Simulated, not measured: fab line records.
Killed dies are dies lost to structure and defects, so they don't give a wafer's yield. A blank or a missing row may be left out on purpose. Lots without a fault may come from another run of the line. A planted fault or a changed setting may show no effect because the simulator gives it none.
fab line records -- flow sky130
[record] lots = 6, wafers = 18, last-day = 50
route steps=708 shown METAL2@490 PAD_OPEN@708
lots untouched by any fault: they come from a run of this same line in which no faults occurred
start-h: the number of hours between the record's first day and the start of the first shown wafer of the lot -- wait-h: hours since the lot's step before -- " repeats the value in the row above -- L1.1+2: one row covering several wafers at once -- - no value, or no start was given -- * or withheld: withheld -- < > ~ a bound
route shown NAME@n: NAME is a module with steps in the file, n the number in the route of the first one -- usual: mean and standard deviation over wafers with no fault -- same: alike in all rows -- chamber/n: place in a boat -- sites: each site's reading -- _std_site: standard deviation across them -- _edge_site: mean of outer sites minus mean of inner sites -- radius-mm: how far each site lies from the wafer's centre -- mask NAME#n: copy n -- behind: the last tool/chamber to shape the wafer -- hold: the reason the lot was held/the length of the hold in hours/how it ended -- device: names the non-switching transistor (n, p or np) -- end of line: tests run on the same wafers once the route is complete -- step lacking rows: just its recipe -- killed: dies lost to structure and defects at the first sort, not the wafer's yield -- map: a wafer's dies, marking killed ones x, the rest . and places with no die _
set.NAME: the run value of the setting; set.NAME@STEP: its run value at that earlier step -- model.NAME: the simulator's own value behind a step, which no gauge read
lots seen at some steps along the route; tables by step, rows by wafer
services: the hour from which a tool's chamber was out of use, counted from the record's first day as start-h (under 0 if before that day), plus the number of hours and why
[[steps]]
[step SKY_METAL2_DEHYDRATE_07]
[recipe] temp-c = 200, time-s = 60
[step SKY_METAL2_HMDS_08]
[recipe] prime-time-s = 60, prime-temp-c = 120
[step SKY_METAL2_COAT_09]
[recipe] resist = BARC, temp-c = withheld, time-s = withheld, spin-rpm = 3000, resist-thk-nm = 60
[step SKY_METAL2_COAT_10]
[recipe] resist = KrF-thick, spin-rpm = 3000, resist-thk-nm = 450
[step SKY_METAL2_SOFTBAKE_11]
[recipe] temp-c = 100, time-s = 90, resist = KrF-thick
[step SKY_METAL2_EXPOSE_12]
[recipe] mask-id = MM2, na = 0.8, source-shape = annular, sigma-inner = 0.55, sigma-outer = 0.85, target-cd-nm = 140, dose-mj = 28
[step SKY_METAL2_PEB_13]
[recipe] peb-temp-c = withheld, peb-time-s = withheld, resist = KrF-thick
[step SKY_METAL2_DEVELOP_14]
[recipe] develop-time-s = 60, resist = KrF-thick, dev-temp-c = 21
[step SKY_METAL2_CD_MEAS_15]
[recipe] target-cd-nm = 140
[usual] cd-nm = 140.3/1.4
lot.wafer,tool,chamber,start-h,wait-h,cd-nm
L220.2,cd-sem-02,-,839.47,-,141.7
L220.4,cd-sem-02,-,839.47,-,141.1
L220.5,cd-sem-02,-,839.47,-,139.8
L222.1,cd-sem-02,-,864.01,-,140.6
L222.4,cd-sem-02,-,864.01,-,141.8
L222.5,cd-sem-02,-,864.01,-,141.6
L224.2,cd-sem-02,-,874.84,-,141.7
L224.5,cd-sem-02,-,874.84,-,141.1
L224.6,cd-sem-02,-,874.84,-,141.8
L227.4,cd-sem-02,-,912.63,-,142.2
L227.5,cd-sem-02,-,912.63,-,143.5
L227.6,cd-sem-02,-,912.63,-,142.0
L231.2,cd-sem-01,-,924.49,-,142.3
L231.4,cd-sem-01,-,924.49,-,141.2
L231.5,cd-sem-01,-,924.49,-,140.4
L237.3,cd-sem-01,-,963.46,-,139.0
L237.4,cd-sem-01,-,963.46,-,139.5
L237.5,cd-sem-01,-,963.46,-,140.4
[step SKY_METAL2_OVL_MEAS_16]
[usual] METAL2_OVL = 1/5.2
lot.wafer,tool,chamber,start-h,wait-h,METAL2_OVL[nm]
L220.2,overlay-01,-,839.58,0.1,-4
L220.4,overlay-01,-,839.58,0.1,-12
L220.5,overlay-01,-,839.58,0.1,-5
L222.1,overlay-02,-,864.13,0.1,12
L222.4,overlay-02,-,864.13,0.1,2
L222.5,overlay-02,-,864.13,0.1,6
L224.2,overlay-02,-,874.95,0.1,-2
L224.5,overlay-02,-,874.95,0.1,1
L224.6,overlay-02,-,874.95,0.1,-6
L227.4,overlay-02,-,912.71,0.1,12
L227.5,overlay-02,-,912.71,0.1,2
L227.6,overlay-02,-,912.71,0.1,14
L231.2,overlay-02,-,924.60,0.1,9
L231.4,overlay-02,-,924.60,0.1,7
L231.5,overlay-02,-,924.60,0.1,-3
L237.3,overlay-02,-,963.55,0.1,5
L237.4,overlay-02,-,963.55,0.1,7
L237.5,overlay-02,-,963.55,0.1,7
[step SKY_METAL2_DESCUM_17]
[recipe] chemistry = O2, source-power-w = 150, bias-power-w = 0, pressure-mtorr = 10, temp-c = 40, time-s = 8
[usual] drypump-motor-current-A = 6.01/0.23, oes-product-au = 0.992/0.017
[same] time-s = 8
lot.wafer,tool,chamber,start-h,wait-h,drypump-motor-current-A,oes-product-au,rf-hours-counter-h
L220.2,rie-metal-02,0,839.61,0.0,6.08,0.999,2
L220.4,rie-metal-02,1,839.61,0.0,5.73,0.985,-
L220.5,rie-metal-02,0,839.61,0.0,6.10,0.996,-
L222.1,rie-metal-02,0,864.17,0.0,6.07,0.998,3
L222.4,rie-metal-02,0,864.17,0.0,6.09,0.976,-
L222.5,rie-metal-02,1,864.17,0.0,5.72,0.978,-
L224.2,rie-metal-02,1,874.98,0.0,5.72,0.966,17
L224.5,rie-metal-02,0,874.98,0.0,6.05,0.979,-
L224.6,rie-metal-02,1,874.98,0.0,5.73,0.975,-
L227.4,rie-metal-03,1,912.74,0.0,5.69,1.039,-
L227.5,rie-metal-03,1,912.74,0.0,5.71,1.027,-
L227.6,rie-metal-03,0,912.74,0.0,6.02,0.993,-
L231.2,rie-metal-01,1,924.63,0.0,6.38,1.018,6
L231.4,rie-metal-01,1,924.63,0.0,6.40,1.019,-
L231.5,rie-metal-01,0,924.63,0.0,6.14,0.976,-
L237.3,rie-metal-03,0,963.60,0.0,6.03,0.971,-
L237.4,rie-metal-03,0,963.60,0.0,6.01,0.980,-
L237.5,rie-metal-03,0,963.60,0.0,6.01,0.976,-
[step SKY_METAL2_ETCH_18]
[recipe] chemistry = N2/H2, target = BARC, ion-energy-ev = 200, bias-w = 100, pressure-mtorr = 30, n2-flow-sccm = 100, h2-flow-sccm = 200, icp-w = 500, stop-on = SiO2, time-s = 45.9, target-depth-a = 600
[usual] drypump-motor-current-A = 6.02/0.22, oes-product-au = 0.855/0.0045, rf-fwd-power-W = 494.3/2.2, throttle-valve-pct = 13.225/0.009
[same] time-s = 45.9
lot.wafer,tool,chamber,start-h,wait-h,drypump-motor-current-A,oes-product-au,rf-fwd-power-W,rf-hours-counter-h,throttle-valve-pct
L220.2,rie-metal-02,0,839.64,0.0,6.06,0.851,495.0,2,13.214
L220.4,rie-metal-02,1,839.64,0.0,5.74,0.853,495.0,-,13.219
L220.5,rie-metal-02,0,839.64,0.0,6.08,0.858,494.5,-,13.231
L222.1,rie-metal-02,0,864.20,0.0,6.08,0.859,497.8,3,13.227
L222.4,rie-metal-02,0,864.20,0.0,6.04,0.857,494.8,-,13.252
L222.5,rie-metal-02,1,864.20,0.0,5.75,0.861,497.2,-,13.229
L224.2,rie-metal-02,1,875.01,0.0,5.74,0.858,493.4,17,13.232
L224.5,rie-metal-02,0,875.01,0.0,6.08,0.850,495.8,-,13.222
L224.6,rie-metal-02,1,875.01,0.0,5.75,0.853,492.9,-,13.236
L227.4,rie-metal-03,1,912.78,0.0,5.73,0.856,492.5,-,13.218
L227.5,rie-metal-03,1,912.78,0.0,5.71,0.854,495.1,-,13.226
L227.6,rie-metal-03,0,912.78,0.0,6.01,0.863,497.1,-,13.219
L231.2,rie-metal-01,1,924.66,0.0,6.40,0.856,492.9,6,13.239
L231.4,rie-metal-01,1,924.66,0.0,6.36,0.860,490.8,-,13.243
L231.5,rie-metal-01,0,924.66,0.0,6.15,0.860,494.9,-,13.221
L237.3,rie-metal-03,0,963.68,0.1,6.02,0.854,495.5,-,13.241
L237.4,rie-metal-03,0,963.68,0.1,6.05,0.855,494.5,-,13.234
L237.5,rie-metal-03,0,963.68,0.1,6.05,0.862,493.9,-,13.237
[step SKY_METAL2_METAL_ETCH_19]
[recipe] target-depth-a = 3600, stop-on = SiO2, over-etch-frac = 0.3, time-s = 78, chemistry = Cl2/BCl3, resist-sidewall-deg = 88, pressure-mtorr = 10, icp-w = 900, bias-w = 48.5, Cl2_flow_sccm = 60, bcl3-flow-sccm = 30
[usual] drypump-motor-current-A = 6.01/0.23, mfc-cl2-sccm = 59.98/0.17, oes-product-au = 0.852/0.0069, rf-fwd-power-W = 893/3.5, throttle-valve-pct = 22.265/0.009
[same] time-s = 78
lot.wafer,tool,chamber,start-h,wait-h,drypump-motor-current-A,mfc-cl2-sccm,oes-product-au,rf-fwd-power-W,rf-hours-counter-h,throttle-valve-pct,model.KrF-thick_of_METAL2_COAT_10.thk-nm,model.METAL2.cd-nm
L220.2,rie-metal-02,0,839.70,0.0,6.06,59.96,0.859,893,2,22.262,159.1,141.9
L220.4,rie-metal-02,1,839.70,0.0,5.73,60.00,0.857,897,-,22.248,167.5,145.1
L220.5,rie-metal-02,0,839.70,0.0,6.09,59.95,0.859,893,-,22.249,160.9,141.7
L222.1,rie-metal-02,0,864.26,0.0,6.08,60.03,0.854,750,3,22.254,194,147.8
L222.4,rie-metal-02,0,864.26,0.0,6.10,60.14,0.855,752,-,22.273,192.5,147.5
L222.5,rie-metal-02,1,864.26,0.0,5.72,59.92,0.842,752,-,22.286,199.9,150.3
L224.2,rie-metal-02,1,875.07,0.0,5.74,60.03,0.852,747,17,22.248,201.1,149
L224.5,rie-metal-02,0,875.07,0.0,6.09,59.89,0.850,753,-,22.267,197.6,147.3
L224.6,rie-metal-02,1,875.07,0.0,5.73,60.04,0.845,750,-,22.266,198.1,148.6
L227.4,rie-metal-03,1,912.85,0.1,5.68,59.98,0.857,897,-,22.258,149.1,144.3
L227.5,rie-metal-03,1,912.85,0.1,5.69,59.92,0.861,891,-,22.267,151.1,145
L227.6,rie-metal-03,0,912.85,0.1,6.00,59.95,0.851,894,-,22.268,169.7,137.5
L231.2,rie-metal-01,1,924.72,0.0,6.35,59.61,0.847,889,6,22.270,152.4,141.2
L231.4,rie-metal-01,1,924.72,0.0,6.40,59.85,0.849,890,-,22.272,147.9,139.6
L231.5,rie-metal-01,0,924.72,0.0,6.16,60.09,0.854,896,-,22.283,168.3,139.3
L237.3,rie-metal-03,0,963.83,0.1,6.01,59.63,0.861,900,-,22.265,174,138.5
L237.4,rie-metal-03,0,963.83,0.1,6.00,59.88,0.865,900,-,22.267,172.3,139.4
L237.5,rie-metal-03,0,963.83,0.1,6.02,59.93,0.853,900,-,22.276,172.1,141.5
[step SKY_METAL2_STRIP_20]
[recipe] chemistry = O2/N2, power-w = 1400, pressure-mtorr = 1500, platen-temp-c = withheld, o2-flow-sccm = 3000, n2-flow-sccm = 300, overash-fraction = 0.5
[usual] drypump-motor-current-A = 5.8/0.37, oes-product-au = 0.345/0.0055, strip-time-to-endpoint-s = 2.74/0.084
lot.wafer,tool,chamber,start-h,wait-h,drypump-motor-current-A,oes-product-au,rf-hours-counter-h,strip-time-to-endpoint-s
L220.2,plasma-asher-03,0,839.79,0.1,6.1,0.343,41,2.70
L220.4,plasma-asher-03,1,839.79,0.1,5.9,0.353,-,2.79
L220.5,plasma-asher-03,1,839.79,0.1,5.9,0.339,-,2.70
L222.1,plasma-asher-02,0,864.35,0.1,5.1,0.362,11,3.10
L222.4,plasma-asher-02,1,864.35,0.1,6.2,0.354,-,3.07
L222.5,plasma-asher-02,0,864.35,0.1,5.1,0.359,-,3.13
L224.2,plasma-asher-02,0,875.16,0.1,5.1,0.364,12,3.15
L224.5,plasma-asher-02,1,875.16,0.1,6.2,0.365,-,3.13
L224.6,plasma-asher-02,0,875.16,0.1,5.1,0.363,-,3.12
L227.4,plasma-asher-01,1,912.94,0.1,5.5,0.337,-,2.59
L227.5,plasma-asher-01,1,912.94,0.1,5.4,0.336,-,2.61
L227.6,plasma-asher-01,0,912.94,0.1,6.0,0.350,-,2.81
L231.2,plasma-asher-03,1,924.81,0.1,5.8,0.340,49,2.64
L231.4,plasma-asher-03,1,924.81,0.1,5.8,0.340,-,2.58
L231.5,plasma-asher-03,1,924.81,0.1,5.8,0.342,-,2.81
L237.3,plasma-asher-02,1,963.98,0.1,6.2,0.349,-,2.86
L237.4,plasma-asher-02,0,963.98,0.1,5.1,0.349,-,2.86
L237.5,plasma-asher-02,0,963.98,0.1,5.1,0.350,-,2.86
[step SKY_METAL2_STRIP_21]
[recipe] chemistry = post-etch-residue-remover, time-s = 1200, temp-c = 72.5
[step SKY_PAD_OPEN_PROBE_99]
[usual] defect-limited-yield = 82.0/1.9, killed_at_M0_to_M3 = 46/6.7, killed_at_M4_up = 3.3/2, killed-at-contacts = 24/5.4, killed-at-front-end = 15/4.3, killed-at-other = 0.4/0.64, killed-dies = 89/9.1, killed-open = 48/7.2, killed-short = 40/6.3, sort_bin_3_pad_short = 0.9/0.42, sort_bin_5_function = 10.8/1.5, sort_bin_6_memory = 6.4/1.1, sort-n-pass = 403/9.1, sort-yield-pct = 82.0/1.9
[same] gross-dies = 492, killed-at-back-side = 0, sort_bin_4_leakage[%] = 0, sort_bin_8_speed[%] = 0
lot.wafer,tool,chamber,start-h,wait-h,defect-limited-yield[%],killed_at_M0_to_M3,killed_at_M4_up,killed-at-contacts,killed-at-front-end,killed-at-other,killed-dies,killed-open,killed-short,sort_bin_3_pad_short[%],sort_bin_5_function[%],sort_bin_6_memory[%],sort-n-pass,sort-yield-pct[%]
L222.5,prober-02,-,1112.34,0.2,79.3,46,4,23,28,1,102,46,53,1.0,11.8,7.9,390,79.3
L224.2,prober-01,-,1123.69,0.1,83.9,41,3,17,18,0,79,40,39,0.4,10.4,5.3,413,83.9
// killed by level:class
L222.5 METAL1:geometric-particle:short=11 FIELD_ISO:geometric-particle:open=8 CONTACT:geometric-particle:open=8 FIELD_ISO:geometric-particle:short=6 CONTACT:geometric-particle:short=6 VIA1:geometric-particle:open=6 VIA2:geometric-particle:open=6 VIA3:geometric-particle:short=5
L224.2 LI_CONTACT:geometric-particle:open=6 METAL1:geometric-particle:short=6 VIA1:geometric-particle:open=6 POLY_GATE:geometric-particle:open=5 VIA3:geometric-particle:short=5 VIA3:geometric-particle:open=5 POLY_GATE:geometric-particle:short=4 LI_CONTACT:geometric-particle:short=4
[[services]]
tool,chamber,start-h,hours,kind
rie-metal-02,0,826.93,2.3,repair
plasma-asher-03,-,869.06,0.9,repair
rie-metal-03,0,885.76,-,clean
rie-metal-03,0,885.76,22.9,scheduled-down
rie-metal-03,0,885.76,22.9,vent-cycle
plasma-asher-03,-,900.15,2.8,pm
rie-metal-02,1,901.21,-,clean
rie-metal-02,1,901.21,27.0,scheduled-down
rie-metal-02,1,901.21,27.0,vent-cycle
plasma-asher-02,-,913.74,4.6,repair
plasma-asher-03,-,920.68,1.0,repair
plasma-asher-01,-,931.62,1.1,repair
rie-metal-03,1,961.53,-,clean
rie-metal-03,1,961.53,27.6,scheduled-down
rie-metal-03,1,961.53,27.6,vent-cycle
[[key]]
[first-sign] step = SKY_METAL2_METAL_ETCH_19, reading = rf-fwd-power-W, direction = down, sigmas = 40, usual = 893, struck = 751
[effect] step = SKY_METAL2_STRIP_20, reading = strip-time-to-endpoint-s, direction = up, sigmas = 4.5, usual = *, struck = *
[model-effect] step = SKY_METAL2_METAL_ETCH_19, value = KrF-thick_of_METAL2_COAT_10.thk-nm, without = 165.7, struck = 197.2
met-at SKY_METAL2_METAL_ETCH_19
struck-wafers L222.1,L222.4,L222.5,L224.2,L224.5,L224.6
onset-between 839.70 864.26
[fault] kind = process-parameter-drift, tool = rie-metal-02, chamber = -, onset-h = 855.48, steps = SKY_METAL2_METAL_ETCH_19, channel = icp-w, offset = -144, shape = step, end-h = 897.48, acts-in = these-recipes-only, stated = 900
